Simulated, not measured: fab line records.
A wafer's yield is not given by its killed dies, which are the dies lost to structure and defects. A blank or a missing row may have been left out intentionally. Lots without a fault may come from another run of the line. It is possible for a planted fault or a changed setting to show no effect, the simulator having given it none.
Which of the tools did it?	flow gf180mcu	39 wafers from 13 lots sampled at 5 of the route's 602 steps

## WHAT THE GAUGES READ, wafer by wafer
GF_M4_CD_MEAS_14: the cd target is 280 nm.
lot	measured	on	cd_nm (nm)
L607	day 23 08:07	cd_sem-02	281.3 279.7 280.7
L608	day 23 15:19	cd_sem-01	279.7 280.9 279.3
L618	day 27 07:40	cd_sem-02	279.8 279.9 280.6
L620	day 27 21:22	cd_sem-02	279.2 280.1 279.4
L621	day 28 04:50	cd_sem-01	282.9 281.8 282.0
L622	day 28 08:38	cd_sem-02	283.4 283.0 281.8
L623	day 28 14:28	cd_sem-01	279.2 279.0 278.6
L624	day 29 00:36	cd_sem-01	278.2 277.7 278.7
L625	day 29 08:41	cd_sem-01	280.4 280.4 281.5
L627	day 29 21:02	cd_sem-02	280.8 281.4 280.8
L628	day 29 21:22	cd_sem-02	279.6 278.8 278.7
L629	day 30 03:10	cd_sem-01	279.9 280.4 280.5
L630	day 30 13:17	cd_sem-02	282.0 280.6 280.7

GF_V4_THK_MEAS_01.
lot	measured	on	V4_CVD_00_THK (nm)
L607	day 23 09:08	film_metro-01	600 600 600
L608	day 23 16:29	film_metro-04	1199 1211 1210 1200 1212 1209
L618	day 27 08:49	film_metro-01	1179 1183 1202 1178 1184 1201
L620	day 27 22:15	film_metro-03	587 593 588
L621	day 28 05:42	film_metro-03	592 597 602
L622	day 28 09:35	film_metro-03	608 605 605
L623	day 28 15:23	film_metro-04	607 606 608
L624	day 29 01:31	film_metro-03	600 606 593
L625	day 29 09:34	film_metro-01	603 601 603
L627	day 29 22:03	film_metro-03	605 605 603
L628	day 29 22:16	film_metro-03	606 604 599
L629	day 30 04:04	film_metro-03	606 594 598
L630	day 30 14:11	film_metro-01	597 595 596

## EACH LOT AND THE TOOL THAT RAN IT (in order: tool; ch and the chambers of the sampled wafers; start)
lot	GF_V3_ETCH_16	GF_M4_SPUTTER_02	GF_V4_CVD_00
L607	rie_diel-04 ch 1,2,3, day 22 07:37	pvd_sputter-02, day 22 09:12	hdpcvd-01 ch 0,1,2, day 23 09:04
L608	rie_diel-04 ch 0,1,3, day 22 14:37	pvd_sputter-01, day 22 16:27	hdpcvd-02 ch 0,1, day 23 16:08
L618	rie_diel-02 ch 1,2,3, day 26 09:49	pvd_sputter-01, day 26 11:19	hdpcvd-01 ch 0,2, day 27 08:31
L620	rie_diel-02 ch 1,2,3, day 26 23:55	pvd_sputter-02, day 27 01:26	hdpcvd-01 ch 0,1, day 27 22:11
L621	rie_diel-04 ch 0,1,2, day 27 07:13	pvd_sputter-02, day 27 08:44	hdpcvd-01 ch 0,1,2, day 28 05:38
L622	rie_diel-03 ch 0,1,2, day 27 11:19	pvd_sputter-02, day 27 12:50	hdpcvd-01 ch 1,2, day 28 09:30
L623	rie_diel-04 ch 0,1,3, day 27 17:16	pvd_sputter-01, day 27 18:47	hdpcvd-01 ch 1,2, day 28 15:19
L624	rie_diel-02 ch 0,2,3, day 28 03:55	pvd_sputter-01, day 28 05:25	hdpcvd-01 ch 0,1,2, day 29 01:25
L625	rie_diel-03 ch 0,3, day 28 12:01	pvd_sputter-01, day 28 13:41	hdpcvd-01 ch 0,1,2, day 29 09:29
L627	rie_diel-02 ch 1,2,3, day 29 00:46	pvd_sputter-03, day 29 02:25	hdpcvd-02 ch 0,2, day 29 21:58
L628	rie_diel-03 ch 0,1,2, day 29 01:07	pvd_sputter-01, day 29 02:43	hdpcvd-01 ch 0,1,2, day 29 22:11
L629	rie_diel-02 ch 1,2,3, day 29 07:16	pvd_sputter-03, day 29 08:44	hdpcvd-01 ch 0,1,2, day 30 03:59
L630	rie_diel-04 ch 1,2,3, day 29 17:25	pvd_sputter-01, day 29 18:53	hdpcvd-02 ch 0,2, day 30 14:05
- GF_V3_ETCH_16: etches BARC in N2/H2.
- GF_M4_SPUTTER_02: material AlCu, target thk 450 nm, time 23.9 s.
- GF_V4_CVD_00: deposits SiO2, target thk 600 nm, time 100 s.

## WHAT THE TOOLS THEMSELVES READ (means of the sampled wafers that have a number; where no wafer has one, the mark that the record gives instead)
GF_V3_ETCH_16.
lot	tool	drypump_motor_current_A (A)	h2_flow_sccm (sccm)	n2_flow_sccm (sccm)	oes_product_au (a.u.)	throttle_valve_pct (%)
L607	rie_diel-04	5.9	200.0	100.0	0.857	13.224
L608	rie_diel-04	5.5	199.9	100.0	0.857	13.223
L618	rie_diel-02	5.8	200.7	99.9	0.851	13.221
L620	rie_diel-02	5.8	201.0	100.0	0.857	13.219
L621	rie_diel-04	5.8	200.0	100.0	0.855	13.230
L622	rie_diel-03	5.5	199.7	99.7	0.857	13.215
L623	rie_diel-04	5.5	200.2	100.1	0.854	13.219
L624	rie_diel-02	5.8	199.8	100.1	0.856	13.230
L625	rie_diel-03	5.9	200.1	100.3	0.859	13.223
L627	rie_diel-02	5.7	199.9	99.9	0.860	13.224
L628	rie_diel-03	5.5	200.3	100.2	0.849	13.226
L629	rie_diel-02	5.7	199.5	99.9	0.857	13.228
L630	rie_diel-04	5.9	200.7	100.0	0.853	13.222

GF_M4_SPUTTER_02.
lot	tool	chamber_pressure_pa (Pa)	throttle_valve_pct (%)
L607	pvd_sputter-02	0.4001	29.7
L608	pvd_sputter-01	0.4002	29.9
L618	pvd_sputter-01	0.3991	30.3
L620	pvd_sputter-02	0.3997	29.9
L621	pvd_sputter-02	0.3996	29.9
L622	pvd_sputter-02	0.4001	29.9
L623	pvd_sputter-01	0.4000	29.1
L624	pvd_sputter-01	0.3999	30.3
L625	pvd_sputter-01	0.3998	29.7
L627	pvd_sputter-03	0.3990	29.6
L628	pvd_sputter-01	0.3997	29.5
L629	pvd_sputter-03	0.3995	29.9
L630	pvd_sputter-01	0.3997	30.0

## THE ANSWER, worked out from the rows above alone
Rule: the lots themselves supply what counts as usual. The widest of any qualifying gaps counts: lots, ordered by their means at a reading, are off when they make up no more than a third of the lots, leave a main group of 4 or more, and stand apart from it by 3 or more times the standard deviation of that group's means. A main group is skipped when, at the precision printed for the reading in the tables above, its means are all equal. Also off: a lot with no number at a reading for which 4 or more lots have one. All remaining lots with rows at the step are treated as sound. After the gauges, taken in route order, come the tools' own readings; for these a lot's mean is taken, as printed above. At the first step where some lot is off, the reading lying furthest off is the one used; lots without a number count as furthest.
Off: L608, L618, seen at GF_V4_THK_MEAS_01 (V4_CVD_00_THK). The main group has a mean of 600 nm with a standard deviation of 4.8.
A tool fits if, at a process step before that reading, it ran every lot that is off, and no sound lot after the first of them. The gauges at GF_V4_THK_MEAS_01 are tried like those tools. Of those tried, none fits.

## WHAT THE SIMULATOR PUT IN
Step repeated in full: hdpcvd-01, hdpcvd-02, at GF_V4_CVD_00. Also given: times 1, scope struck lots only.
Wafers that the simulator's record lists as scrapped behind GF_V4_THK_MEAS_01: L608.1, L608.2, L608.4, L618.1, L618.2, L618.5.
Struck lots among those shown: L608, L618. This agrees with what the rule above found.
